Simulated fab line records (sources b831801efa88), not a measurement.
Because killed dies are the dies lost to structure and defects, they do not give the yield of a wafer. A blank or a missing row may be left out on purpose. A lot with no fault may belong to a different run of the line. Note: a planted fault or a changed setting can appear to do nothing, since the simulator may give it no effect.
Struck lot and sound lot, side by side || flow sky130 || 15 steps out of a route of 708
Sound: the wafers L181.1, L181.2, L181.5. Struck: wafers L188.2, L188.4, L188.6. At the end, the cause is stated.
At each step with rows: each side's tool, then ch and its chambers, then its first start. Under that, the readings that differ: sound wafers || struck wafers || difference of the means || sigmas: that difference in standard deviations of wafers without a fault.
alike: words and numbers the same on both sides, and readings whose means are apart by under 2 such deviations; not compared: readings that were withheld, readings missing a value for some wafer, numbers with overlapping values and no deviation given by the record, and bounds like >300 which may hide the same value.
The two part at a step that has a row with sigmas, a row that says differs or no value, or rows on one side only. Numbers that don't overlap but have no deviation are shown without sigmas and don't part them. A reading missing from all wafers of one side parts the sides only when that side holds two or more wafers.

first, 2 steps without rows for these wafers: SKY_DNWELL_DEVELOP_06 (develop time 60 s); SKY_DNWELL_IMPLANT_07.
SKY_DNWELL_STRIP_08: strips in O2/N2.
  sound on plasma_asher-02 ch 0,1, day 5 11:01; struck on plasma_asher-01 ch 0,1, day 7 02:57
  alike: drypump_motor_current_A, oes_product_au, strip_time_to_endpoint_s
  not compared: rf_hours_counter_h
SKY_DNWELL_TW_MEAS_09:
  sound: film_metro-02 at day 5 11:07; struck: film_metro-01 at day 7 03:04
  alike: DNWELL_TW
then, 7 steps without rows for these wafers: SKY_PWDE_DEHYDRATE_00 (time 60 s); SKY_PWDE_HMDS_01 (prime time 60 s); SKY_PWDE_COAT_02 (resist thk 3000 nm); SKY_PWDE_SOFTBAKE_03; SKY_PWDE_EXPOSE_04 (exposes mask PWDEM, target cd 840 nm); SKY_PWDE_PEB_05; SKY_PWDE_DEVELOP_06 (develop time 60 s).
SKY_PWDE_OVL_MEAS_07:
  sound: overlay-02 at day 6 05:32; struck: overlay-01 at day 7 23:01
  alike: PWDE_OVL
SKY_PWDE_IMPLANT_08:
  sound on implanter-02 ch 0, day 6 05:34; struck on implanter-03 ch 0, day 7 23:05
{"reading": "beam_energy_keV", "sound": "149.99 149.96 150.00", "struck": "127.96 128.05 127.93", "difference": -22.00, "sigmas": "-99 or more"}
{"reading": "model.implant.rp_nm (nm)", "sound": "436.5 436.5 436.5", "struck": "383.2 383.2 383.2", "difference": -53.3, "sigmas": ""}
{"reading": "model.implant.drp_nm (nm)", "sound": "97.97 97.97 97.97", "struck": "92.22 92.22 92.22", "difference": -5.75, "sigmas": ""}
SKY_PWDE_STRIP_09: strips in O2/N2.
  sound on plasma_asher-01 ch 0,1, day 6 05:43; struck on plasma_asher-04 ch 0,1, day 7 23:12
{"reading": "drypump_motor_current_A (A)", "sound": "5.0 5.5 5.0", "struck": "6.2 6.2 5.8", "difference": "+0.9", "sigmas": "+2"}
  alike: oes_product_au, strip_time_to_endpoint_s
  not compared: rf_hours_counter_h
-- the record jumps here: 42 days lie between the struck wafers' starts before and after (it left off in module PWDE and takes up again in module PAD_OPEN, whose first step shown is number 708 of the route) --
SKY_PAD_OPEN_PROBE_99:
  sound: prober-02 at day 49 02:07; struck: prober-02 at day 49 17:57
{"reading": "model.etest.res_p_drift_20v.line_ohm_um", "sound": "1.076e+04 1.005e+04 1.059e+04", "struck": "1.515e+04 1.576e+04 1.476e+04", "difference": "+4.757e+03", "sigmas": ""}
{"reading": "model.etest.res_p_drift_20v.rs_ohm_sq", "sound": "8833 8284 8715", "struck": "1.26e+04 1.317e+04 1.212e+04", "difference": "+4.02e+03", "sigmas": ""}
  alike: killed_at_M0_to_M3, killed_at_M4_up, killed_at_contacts, killed_at_front_end, killed_at_other, killed_dies, killed_open, killed_short

## WHERE THEY PART
Earliest at SKY_PWDE_IMPLANT_08; latest, in this record, at SKY_PWDE_STRIP_09. Later steps at which nothing parts them and some readings are alike: SKY_PAD_OPEN_PROBE_99.

WHY: whatever the simulator had introduced
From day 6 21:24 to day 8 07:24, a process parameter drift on implanter-03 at SKY_PWDE_IMPLANT_08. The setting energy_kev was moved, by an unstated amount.
